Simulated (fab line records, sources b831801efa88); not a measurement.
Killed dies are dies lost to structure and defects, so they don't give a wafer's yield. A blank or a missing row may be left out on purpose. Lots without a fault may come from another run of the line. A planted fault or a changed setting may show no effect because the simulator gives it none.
fab line records | flow sfq_line
record lots=13 wafers=39 last_day=87
route steps=325 shown I2@104
lots that met no fault: from a run of the same line without faults
start_h: hours from the record's first day to the start of the lot's first wafer shown | wait_h: hours since the lot's step before | " the same as in the row above | L1.1+2: a row that stands for several wafers | - no value, or no start given | * or withheld: withheld | < > ~ a bound
route shown NAME@n: a module of which the file shows steps, and the number in the route of the first | usual: mean/standard deviation of fault-free wafers | same: alike in all rows | chamber/n: place in a boat | sites: the reading at each site | _std_site: their standard deviation | _edge_site: outer sites' mean less inner sites' | radius_mm: how far each site lies from the wafer's centre | mask NAME#n: copy n | behind: the tool/chamber that last shaped the wafer | hold: why the lot was held/for how many hours/how that ended | device: the transistor (n, p or np) that didn't switch | end of line: the same wafers' tests at the end of the route | a step without rows: its recipe alone | killed: dies lost to structure and defects at the first sort, not the wafer's yield | map: a wafer's dies, x killed, . not, _ none there
set.NAME: the setting as run; set.NAME@STEP: as run at that earlier step | model.NAME: the simulator's own value behind a step, which no gauge read
steps of the route over a sample of lots; a table a step, a row a wafer
services: from which hour (start_h, from the record's first day; less than 0 if before it) a tool's chamber was out of use, for how many hours, and why
## steps
# step SFQ_TRILAYER_I2_CMP_CMP_064
# recipe material=SiO2 down_force_psi=3 platen_rpm=60 pad_velocity_m_s=0.94248
# usual head_pressure_psi=3.000/0.0073 motor_current_A=9.9/1.6 time_to_endpoint_s=221/7.5
# columns lot.wafer tool chamber start_h wait_h head_pressure_psi motor_current_A time_to_endpoint_s
L292.1 cmp-01 0 726.80 1.0 2.985 8.5 216
L292.5 " 2 727.80 2.0 2.998 8.3 226
L292.6 " 3 " " 3.004 12.6 222
L293.1 cmp-01 0 735.40 0.0 3.005 8.4 203
L293.3 " 1 " " 3.001 10.5 216
L293.4 " 2 " " 3.003 8.3 217
L295.2 cmp-01 2 757.69 3.6 2.999 8.3 207
L295.6 " 2 759.69 5.6 2.997 8.3 219
L295.5 " 3 " " 2.986 12.1 223
L296.1 cmp-01 0 775.94 12.2 2.998 8.8 214
L296.6 " 3 777.44 13.7 3.004 13.0 221
L296.5 " 0 " " 2.997 8.1 224
L298.4 cmp-01 2 797.44 19.2 2.983 7.9 216
L298.2 " 1 798.94 20.7 3.098 10.1 214
L298.6 " 2 " " 3.006 8.1 222
L306.1 cmp-02 0 844.58 0.5 3.002 10.0 223
L306.6 " 3 846.08 2.0 3.001 9.7 231
L306.5 " 0 " " 3.004 10.4 225
L307.3 cmp-01 3 864.04 8.0 3.000 13.0 217
L307.1 " 2 865.54 9.5 3.002 8.3 210
L307.6 " 0 866.54 10.5 3.001 8.3 209
L308.1 cmp-02 0 865.74 7.3 3.010 10.0 212
L308.3 " 2 866.74 8.3 3.003 9.5 221
L308.4 " 3 " " 2.997 9.3 220
L309.4 cmp-01 0 870.04 9.2 3.002 8.4 221
L309.1 " 1 " " 2.999 9.9 220
L309.3 " 3 871.54 10.7 3.012 13.0 226
L311.4 cmp-01 1 896.71 12.1 3.009 10.3 232
L311.1 " 3 897.71 13.1 3.001 12.9 229
L311.5 " 0 " " 2.982 8.2 217
L312.4 cmp-01 2 908.62 0.0 2.994 8.2 222
L312.3 " 0 909.62 1.0 2.993 8.5 226
L312.2 " 1 " " 2.997 10.2 220
L314.3 cmp-02 0 916.32 0.5 3.002 9.9 219
L314.1 " 2 917.32 1.5 2.997 8.6 231
L314.6 " 0 918.32 2.5 2.993 10.1 224
L315.2 cmp-02 3 923.70 0.5 3.009 9.2 223
L315.6 " 2 925.20 2.0 3.005 9.5 228
L315.5 " 3 " " 3.010 9.4 219
## services
# columns tool chamber start_h hours kind
cmp-01 - 703.37 4.7 repair
cmp-01 - 721.87 0.6 repair
cmp-02 - 753.58 4.0 pm
cmp-02 - 757.58 - consumable_replace:conditioner
cmp-02 - 757.58 - consumable_replace:pad
cmp-02 - 774.52 2.4 repair
cmp-02 - 777.44 5.8 repair
cmp-01 - 789.30 2.1 repair
cmp-01 - 862.75 0.9 repair
cmp-01 - 886.66 3.6 repair
cmp-01 - 912.29 4.0 pm
cmp-01 - 916.29 - consumable_replace:conditioner
cmp-01 - 916.29 - consumable_replace:pad
## key
first_sign step=SFQ_TRILAYER_I2_CMP_CMP_064 reading=head_pressure_psi direction=up sigmas=13 usual=3.000 struck=3.098
effect none on later readings
met_at SFQ_TRILAYER_I2_CMP_CMP_064
struck_lots L298
struck_wafers L298.2
onset_between 735.40 797.44
fault kind=process_parameter_drift tool=cmp-01 chamber=1 onset_h=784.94 steps=SFQ_TRILAYER_I2_CMP_CMP_064 channel=down_force_psi offset=0.095517 shape=step end_h=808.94 acts_in=these_recipes_only stated=3
